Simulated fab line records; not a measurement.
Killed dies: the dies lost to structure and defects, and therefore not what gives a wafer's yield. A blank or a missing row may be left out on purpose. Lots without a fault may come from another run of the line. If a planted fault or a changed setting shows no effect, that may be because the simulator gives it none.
Chamber matching    flow gf180mcu    cmp-02 running GF_V4_CMP_26: 4 sister chambers
The step polishes, stops on SiO2, t overpolish 15 s, target thk 0 nm. 18 wafers are shown with their chamber, then 9 later ones without.

WAFERS, EACH WITH ITS CHAMBER
wafer   chamber  motorCurrentA (A)  timeToEndpointS (s)  overpolishRunS (s)
L298.4  3        11.9               82                   15.005
L298.5  2        12.2               84                   14.986
L298.6  1        11.4               81                   15.007
L299.1  3        10.8               80                   15.005
L299.2  1        11.4               77                   14.996
L299.6  1        11.8               78                   15.007
L300.4  2        11.4               88                   15.003
L300.5  1        11.0               85                   14.994
L300.6  2        11.7               88                   15.007
L302.2  2        11.5               93                   14.995
L302.3  0        10.1               92                   15.004
L302.5  2        11.3               91                   15.005
L305.1  1        11.4               80                   14.994
L305.2  2        11.7               88                   15.000
L305.4  0        10.1               86                   15.000
L307.1  0        9.9                85                   14.990
L307.4  1        11.8               76                   15.018
L307.6  3        11.6               79                   14.985

SIGNATURES (averages over the wafers above)
reading          chamber 0  chamber 1  chamber 2  chamber 3  scatter within a chamber
motorCurrentA    10.033     11.467     11.633     11.433     0.342
timeToEndpointS  87.67      79.50      88.67      80.33      3.1
overpolishRunS   14.99800   15.00267   14.99933   14.99833   0.00902
Rule: a wafer's distance from a chamber is the root of the sum, over the readings, of the square of ((its reading less the chamber's mean) divided by the reading's scatter). The wafer belongs to the nearest chamber; if the next one is less than 2 further off, it can't be placed. The scatter is the square root of a quotient: the sum, over the shown wafers, of each reading's squared deviation from its chamber's mean, divided by wafers minus chambers.

WAFERS MISSING THEIR CHAMBER
wafer   motorCurrentA (A)  timeToEndpointS (s)  overpolishRunS (s)
L308.4  11.7               76                   14.986
L308.5  10.6               85                   14.992
L308.6  11.7               80                   14.999
L318.1  11.0               80                   15.011
L318.4  11.4               76                   15.000
L318.6  11.5               80                   15.002
L320.1  10.4               82                   14.992
L320.3  11.6               88                   15.006
L320.6  11.1               81                   14.996

WHICH CHAMBER EACH WENT THROUGH
wafer   from the rows above                in truth
L308.4  can't be placed: 3 or 1            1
L308.5  can't be placed: 0 or 3 or 1 or 2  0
L308.6  can't be placed: 3 or 1            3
L318.1  can't be placed: 1 or 3 or 2       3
L318.4  can't be placed: 1 or 3            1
L318.6  can't be placed: 1 or 3            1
L320.1  can't be placed: 0 or 3 or 1       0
L320.3  can't be placed: 2 or 3            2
L320.6  can't be placed: 3 or 1 or 2       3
Correctly placed: 0 of 9. Unplaceable from these rows: 9, with the true chamber sitting among the candidates in 9. 0 placed wrongly.
